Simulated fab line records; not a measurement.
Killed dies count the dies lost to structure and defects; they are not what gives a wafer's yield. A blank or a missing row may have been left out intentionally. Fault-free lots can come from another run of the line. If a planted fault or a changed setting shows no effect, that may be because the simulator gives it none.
Problem report in the 8D (eight disciplines) form, filled by code :: flow gf180mcu :: the parts of the form that need people (team, actions taken, sign-off) are left out

1. THE PROBLEM
A mean of 111.2 s is read at GF_HV_LDD_ETCHBACK_58 for runLengthS, taken on 1 wafer of 1 lot, against 128.4 s (standard deviation 0.38) on wafers free of any fault. Relative to the usual mean, that is a shift of -45 standard deviations.
The step: etches Si3N4 in CH3F/O2, stops on SiO2, time 100 s, target depth 90 nm.
First observed at day 17 02:59: wafer L501.6, on rieDiel-04. The record has a number at this step for 39 wafers belonging to 13 lots. Rule for "out" (also "out of limits"): further than 4 standard deviations from the usual mean. Any other wafer with a number is counted as sound.

2. WHAT THIS IS AND IS NOT
question: which readings at this step
is: runLengthS, oesProductAu
is not: drypumpMotorCurrentA

question: which lots
is: L501
is not: L489, L490, L491, L492, L493, L494, L495, L496, L508, L510, L511, L512

question: which wafers of those lots
is: L501.6
is not: L501.1, L501.5

question: read on which tools
is: rieDiel-04
is not: rieDiel-01, rieDiel-03

question: when
is: from day 17 02:59
is not: up to then (26 sound wafers); but 12 sound wafers of L508, L510, L511, L512 came after

3. THE SUSPECTS, EACH WITH WHAT RULES IT OUT
Counting: any tool at a process step up to the reading remains a suspect provided it ran every lot that is out. Sound lots after the first of them don't rule it out here, since some wafers of a struck lot are sound.
- rieDiel-04 at GF_HV_LDD_ETCHBACK_58 (etches Si3N4 in CH3F/O2, stops on SiO2, time 100 s, target depth 90 nm): kept. The lot that is out, L501, ran on it at day 17 02:59; the last sound lot it ran before that was L490, at day 12 16:05. Out on those wafers are its own readings of oesProductAu, runLengthS.
Left after counting: rieDiel-04 at GF_HV_LDD_ETCHBACK_58.

4. THE CAUSE (what the simulator had put in)
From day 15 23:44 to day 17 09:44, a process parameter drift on rieDiel-04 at GF_HV_LDD_ETCHBACK_58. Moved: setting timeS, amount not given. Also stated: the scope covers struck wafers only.
This tool alone remained once counting was done.

5. SEQUENCE OF EFFECTS, ordered by route
Each row: a reading whose mean over the struck wafers that have a number lies more than 3 standard deviations from the usual. Scope: only readings with a usual standard deviation given in the record; hours: median across lots of the time from each lot's start at the first step in this table that gives one to its start at this step; sigmas: change in usual standard deviations.
hours: 0
step: GF_HV_LDD_ETCHBACK_58
reading: oesProductAu
usual: 0.843 a.u.
on struck wafers: 0.989
change: +0.146
sigmas: +23

hours: 0
step: GF_HV_LDD_ETCHBACK_58
reading: runLengthS
usual: 128.4 s
on struck wafers: 111.2
change: -17.2
sigmas: -45
Here are the process steps it includes:
- GF_HV_LDD_ETCHBACK_58: etches Si3N4 in CH3F/O2, stops on SiO2, time 100 s, target depth 90 nm.

6. HOW IT WOULD HAVE BEEN CAUGHT EARLIER
The fault began at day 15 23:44; the first out-of-limits reading in this record came at day 17 02:59, 27 hours later.
